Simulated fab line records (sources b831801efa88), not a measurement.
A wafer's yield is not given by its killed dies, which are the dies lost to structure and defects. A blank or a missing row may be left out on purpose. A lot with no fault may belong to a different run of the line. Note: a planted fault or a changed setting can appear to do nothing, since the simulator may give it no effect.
Split-lot trial	flow gf180mcu	on a route of 602 steps: 5 lots, 23 wafers read

== ON THE SPLIT ==
At GF_V5_PEB_12 (peb time 90 s), the setting peb temp c was moved away from the recipe's 135 C on 10 of the 23 wafers read, by -2.5% to +2.1%. All remaining wafers had this setting at the recipe value.

== SPLIT TO READING: what lies between them in the file, 1 step ==
- GF_V5_DEVELOP_13: develop time 60 s

== THE READING ==
Shown in nm: cd nm at GF_V5_CD_MEAS_14, with target cd 260 nm. Typical for fault-free wafers on this fab line: 259.3 nm, with standard deviation 1.1 nm.

wafer	tool, chamber at the split	peb temp c as run, C	against the recipe	cd nm, nm	against lot-mates on the recipe
L076.3	litho track-04, 0	135	recipe	258.5	-
L076.4	litho track-04, 0	135	recipe	258.1	-
L076.6	litho track-04, 0	135	recipe	257.1	-
L075.1	litho track-02, 0	133.5	-1.1%	253.7	-5.1
L075.3	litho track-02, 0	133.5	-1.1%	255.2	-3.6
L075.4	litho track-02, 0	135	recipe	258.5	-
L075.5	litho track-02, 0	135	recipe	259.1	-
L075.6	litho track-02, 0	133.5	-1.1%	253.9	-4.9
L079.2	litho track-02, 0	135	recipe	261.5	-
L079.3	litho track-02, 0	131.6	-2.5%	250.1	-11.0
L079.4	litho track-02, 0	135	recipe	261.4	-
L079.5	litho track-02, 0	131.6	-2.5%	249.2	-11.9
L079.6	litho track-02, 0	135	recipe	260.3	-
L083.1	litho track-02, 0	135	recipe	258.4	-
L083.2	litho track-02, 0	135	recipe	258.8	-
L083.3	litho track-02, 0	137.8	+2.1%	266.3	+7.4
L083.5	litho track-02, 0	135	recipe	259.4	-
L083.6	litho track-02, 0	137.8	+2.1%	265.3	+6.4
L084.1	litho track-04, 0	135	recipe	259.3	-
L084.2	litho track-04, 0	135	recipe	258.8	-
L084.3	litho track-04, 0	132.2	-2.1%	249.3	-9.8
L084.4	litho track-04, 0	132.2	-2.1%	248.9	-10.2
L084.6	litho track-04, 0	132.2	-2.1%	251.2	-7.9

FIT RESULTS
A straight line over all 23 wafers: cd nm changes by +3.86 nm for each +1% of peb temp c; r = +0.97; the points scatter about the line by 1.2 nm.
The same after taking each lot's own level away (the mean of its wafers on the recipe; 23 wafers): +4.1 nm for each +1%; r = +0.99; scatter 0.83 nm.
The reading moves by 10 nm for the largest change in peb temp c, on that fit.
The lots' own levels span 257.90 to 261.07 nm, that is 2.9 times the standard deviation above.
Hence the lot-to-lot level has little effect on the slope; both slopes agree.
Check: for one of the wafers moved furthest among these (-2.5%), held out of the fit, the line's prediction against its lot-mates is -10.6 nm. It came out at -11 nm against them.

== ADDITIONAL SPLITS CARRIED BY THESE WAFERS ==
Other splits were also applied to these wafers ahead of the reading. Each is held against what the fit with the lots' levels taken away leaves over:
other split on the same wafers	wafers away from the commonest value	r with cd nm (lot level and that fit taken away)
GF_V2_EXPOSE_11 dose mj	9	+0.20
GF_M3_SPUTTER_04 power w	5	-0.05
GF_M3_METAL_ETCH_16 time s	9	-0.27
GF_V3_CMP_04 leave above ref nm	10	+0.61
GF_V3_SOFTBAKE_10 temp c	11	-0.22
GF_M4_SPUTTER_03 power w	10	-0.01
GF_M4_EXPOSE_11 dose mj	5	-0.24

== THE WHOLE CHAIN: every reading that the file lists as answering this split, in the file's order ==
step	what it does	reading	change (the file's fit)	r (the file's)
GF_V5_CD_MEAS_14	target cd 260 nm	cd nm	+4.16 nm for each +1% of the setting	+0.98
GF_V5_ETCH_16	etches BARC in N2/H2	V5.cd nm (the simulator's own value, which no gauge read)	+4.27 nm for each +1% of the setting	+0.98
GF_V5_ETCH_17	etches SiO2 in C4F8/O2/Ar, stops on TiN, target depth 855 nm	V5.cd nm (the simulator's own value, which no gauge read)	+4.44 nm for each +1% of the setting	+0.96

== THE FILE'S OWN FIT ==
cd nm changes by +4.16 nm for each +1% of peb temp c, r = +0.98.
